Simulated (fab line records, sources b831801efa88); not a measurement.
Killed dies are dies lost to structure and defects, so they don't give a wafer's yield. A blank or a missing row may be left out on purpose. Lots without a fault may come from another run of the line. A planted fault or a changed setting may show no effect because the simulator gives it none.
A struck lot beside a sound one | flow gf180mcu | 43 steps out of a route of 602
Sound: wafers L525.3, L525.4, L525.6. Struck: wafer L529.1. (L529.5, L529.6 of the same lot were not struck and are left out.) The cause comes at the end.
At each step with rows: each side's tool, then ch and its chambers, then its first start. Under that, the readings that differ: sound wafers | struck wafers | difference of the means | sigmas: that difference in standard deviations of wafers without a fault.
alike: readings whose means differ by less than 2 such deviations, and words and numbers that are the same on both sides. not compared: withheld readings, readings that some wafer has no value for, bounds like >300 that may hide the same value, and numbers for which the record gives no deviation and whose values overlap.
The two part at a step that has a row with sigmas, a row that says differs or no value, or rows on one side only. Numbers that don't overlap but have no deviation are shown without sigmas and don't part them. A reading that every wafer of one side lacks parts them only if that side has two wafers or more.

first, 3 steps without rows for these wafers: GF_V2_STRIP_19 (strips in post etch residue remover, time 1200 s); GF_V2_CLEAN_20 (cleans in DIW); GF_V2_SPUTTER_21 (material Ti, target thk 15 nm, time 80.02 s).
GF_V2_SPUTTER_22: material TiN, target thk 10 nm, time 40 s.
  sound on pvd_sputter-04, day 24 17:09; struck on pvd_sputter-04, day 26 04:44
  alike: throttle_valve_pct
then, 1 step without rows for these wafers: GF_V2_CVD_23 (deposits W, target thk 350 nm, time 104.94 s).
GF_V2_RS_MEAS_24: measures by four-point-probe.
  sound on film_metro-04, day 24 17:20; struck on film_metro-04, day 26 04:53
  alike: V2_W_RS
GF_V2_THK_MEAS_25: measures by xrf.
  sound on film_metro-04, day 24 17:26; struck on film_metro-04, day 26 05:00
  alike: V2_W_THK
then, 2 steps without rows for these wafers: GF_V2_CMP_26 (polishes, stops on SiO2, t overpolish 15 s, target thk 0 nm); GF_M3_SPUTTER_00 (material Ti, target thk 37.5 nm, time 150 s).
GF_M3_SPUTTER_01: material TiN, target thk 30 nm, time 25 s.
  sound on pvd_sputter-01, day 24 17:53; struck on pvd_sputter-01, day 26 05:28
  alike: throttle_valve_pct
then, 1 step without rows for these wafers: GF_M3_SPUTTER_02 (material AlCu, target thk 450 nm, time 23.9 s).
GF_M3_SPUTTER_03: material Ti, target thk 10 nm, time 6.7 s.
  sound on pvd_sputter-01, day 24 17:56; struck on pvd_sputter-01, day 26 05:31
  alike: throttle_valve_pct
GF_M3_SPUTTER_04: material TiN, target thk 50 nm, time 41.7 s.
  sound on pvd_sputter-01, day 24 17:58; struck on pvd_sputter-01, day 26 05:32
  reading                                | sound            | struck | difference | sigmas
  model.TiN_of_M3_SPUTTER_04.thk_nm (nm) | 50.5 49.38 50.07 | 43.45  | -6.53      |
  alike: throttle_valve_pct
GF_M3_RS_MEAS_05: measures by four-point-probe.
  sound on film_metro-04, day 24 18:02; struck on film_metro-04, day 26 05:35
  alike: M3_ALCU_RS
GF_M3_THK_MEAS_06: measures by xrf.
  sound on film_metro-04, day 24 18:08; struck on film_metro-04, day 26 05:42
  alike: M3_ALCU_THK
then, 7 steps without rows for these wafers: GF_M3_DEHYDRATE_07 (time 60 s); GF_M3_HMDS_08 (prime time 60 s); GF_M3_COAT_09 (resist thk 1000 nm); GF_M3_SOFTBAKE_10 (time 60 s); GF_M3_EXPOSE_11 (exposes mask Metal3, target cd 280 nm); GF_M3_PEB_12 (peb time 86.96 s); GF_M3_DEVELOP_13 (develop time 60 s).
GF_M3_CD_MEAS_14: target cd 280 nm.
  sound on cd_sem-02, day 25 15:58; struck on cd_sem-02, day 27 02:08
  alike: cd_nm
GF_M3_OVL_MEAS_15:
  sound on overlay-01, day 25 16:04; struck on overlay-02, day 27 02:15
  alike: M3_OVL
then, 5 steps without rows for these wafers: GF_M3_METAL_ETCH_16 (etches the open film in Cl2/BCl3, stops on SiO2, target depth 627.5 nm, time 104.6 s); GF_M3_STRIP_17 (strips in O2/N2); GF_M3_STRIP_18 (strips in post etch residue remover, time 1200 s); GF_M3_CLEAN_19 (cleans in DIW); GF_V3_CVD_00 (deposits SiO2, target thk 600 nm, time 100 s).
GF_V3_THK_MEAS_01:
  sound on film_metro-01, day 25 17:16; struck on film_metro-02, day 27 03:08
  alike: V3_CVD_00_THK
GF_V3_CVD_02: deposits SiO2 from TEOS, target thk 850 nm, time 94.851 s.
  sound on pecvd-04 ch 0,2, day 25 17:18; struck on pecvd-03 ch 2, day 27 03:11
  alike: heater_power_w
GF_V3_THK_MEAS_03:
  sound on film_metro-03, day 25 17:23; struck on film_metro-02, day 27 03:16
  alike: V3_CVD_02_THK
GF_V3_CMP_04: polishes SiO2.
  sound on cmp-02 ch 1,2,3, day 25 17:26; struck on cmp-02 ch 0, day 27 03:19
  alike: motor_current_A, time_to_endpoint_s
GF_V3_BOW_MEAS_05:
  sound on film_metro-02, day 25 17:46; struck on film_metro-03, day 27 03:37
  reading     | sound     | struck | difference | sigmas
  V3_BOW (um) | 87 103 95 | 117    | +22        | +2
then, 8 steps without rows for these wafers: GF_V3_DEHYDRATE_06 (time 60 s); GF_V3_HMDS_07 (prime time 60 s); GF_V3_COAT_08; GF_V3_COAT_09 (resist thk 1000 nm); GF_V3_SOFTBAKE_10 (time 60 s); GF_V3_EXPOSE_11 (exposes mask Via3, target cd 260 nm); GF_V3_PEB_12 (peb time 90 s); GF_V3_DEVELOP_13 (develop time 60 s).
GF_V3_STRIP_19: strips in post etch residue remover, time 1200 s.
  sound on wet_bench-01 ch 3, day 26 15:24; struck on wet_bench-01 ch 2, day 27 23:49
  reading                                | sound             | struck | difference | sigmas
  model.TiN_of_M3_SPUTTER_04.thk_nm (nm) | 49.67 48.55 49.23 | 42.61  | -6.54      |

WHERE THEY PART
Only at GF_V3_BOW_MEAS_05, within this record.

WHY: what the simulator had put in
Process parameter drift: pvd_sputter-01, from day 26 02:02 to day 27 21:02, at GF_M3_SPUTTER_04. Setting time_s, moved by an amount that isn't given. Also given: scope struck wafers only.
